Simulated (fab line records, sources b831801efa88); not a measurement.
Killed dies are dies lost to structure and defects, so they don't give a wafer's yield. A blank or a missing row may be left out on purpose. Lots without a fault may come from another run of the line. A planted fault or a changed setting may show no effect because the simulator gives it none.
A struck lot beside a sound one | flow sky130 | 14 steps out of a route of 708
Sound: wafers L765.1, L765.2, L765.6. Struck: wafers L769.1, L769.4, L769.5. The cause comes at the end.
At each step with rows: each side's tool, then ch and its chambers, then its first start. Under that, the readings that differ: sound wafers | struck wafers | difference of the means | sigmas: that difference in standard deviations of wafers without a fault.
alike: readings whose means differ by less than 2 such deviations, and words and numbers that are the same on both sides. not compared: withheld readings, readings that some wafer has no value for, bounds like >300 that may hide the same value, and numbers for which the record gives no deviation and whose values overlap.
The two part at a step that has a row with sigmas, a row that says differs or no value, or rows on one side only. Numbers that don't overlap but have no deviation are shown without sigmas and don't part them. A reading that every wafer of one side lacks parts them only if that side has two wafers or more.

first, 2 steps without rows for these wafers: SKY_NWELL_PEB_08; SKY_NWELL_DEVELOP_09 (develop time 60 s).
SKY_NWELL_OVL_MEAS_10:
  sound on overlay-01, day 5 11:28; struck on overlay-02, day 6 09:24
  alike: NWELL_00_OVL
then, 3 steps without rows for these wafers: SKY_NWELL_IMPLANT_11; SKY_NWELL_IMPLANT_12; SKY_NWELL_IMPLANT_13.
SKY_NWELL_STRIP_14: strips in O2/N2.
  sound on plasma_asher-01 ch 0,1, day 5 11:57; struck on plasma_asher-01 ch 0,1, day 6 09:53
  alike: drypump_motor_current_A, n2_flow_sccm, oes_product_au, strip_time_to_endpoint_s
  not compared: rf_hours_counter_h
SKY_NWELL_TW_MEAS_15:
  sound on film_metro-02, day 5 12:03; struck on film_metro-01, day 6 09:59
  reading  | sound          | struck         | difference | sigmas
  NWELL_TW | 1832 1837 1838 | 1810 1809 1799 | -30        | -2
then, 4 steps without rows for these wafers: SKY_NWELL_DEHYDRATE_16 (time 60 s); SKY_NWELL_HMDS_17 (prime time 60 s); SKY_NWELL_COAT_18 (resist thk 3000 nm); SKY_NWELL_SOFTBAKE_19.
SKY_NWELL_EXPOSE_20: exposes mask NWM COMPLEMENT, target cd 840 nm.
  sound on iline_stepper-01 ch 0, day 5 22:01; struck on iline_stepper-01 ch 0, day 6 19:55
  reading | sound                                              | struck                                                      | difference | sigmas
  mask    | NWM_COMPLEMENT#0 NWM_COMPLEMENT#0 NWM_COMPLEMENT#0 | NWM_COMPLEMENT_R1#0 NWM_COMPLEMENT_R1#0 NWM_COMPLEMENT_R1#0 | differs    |
then, 1 step without rows for these wafers: SKY_NWELL_PEB_21.

WHERE THEY PART
First at SKY_NWELL_TW_MEAS_15; last, within this record, at SKY_NWELL_EXPOSE_20.

WHY: what the simulator had put in
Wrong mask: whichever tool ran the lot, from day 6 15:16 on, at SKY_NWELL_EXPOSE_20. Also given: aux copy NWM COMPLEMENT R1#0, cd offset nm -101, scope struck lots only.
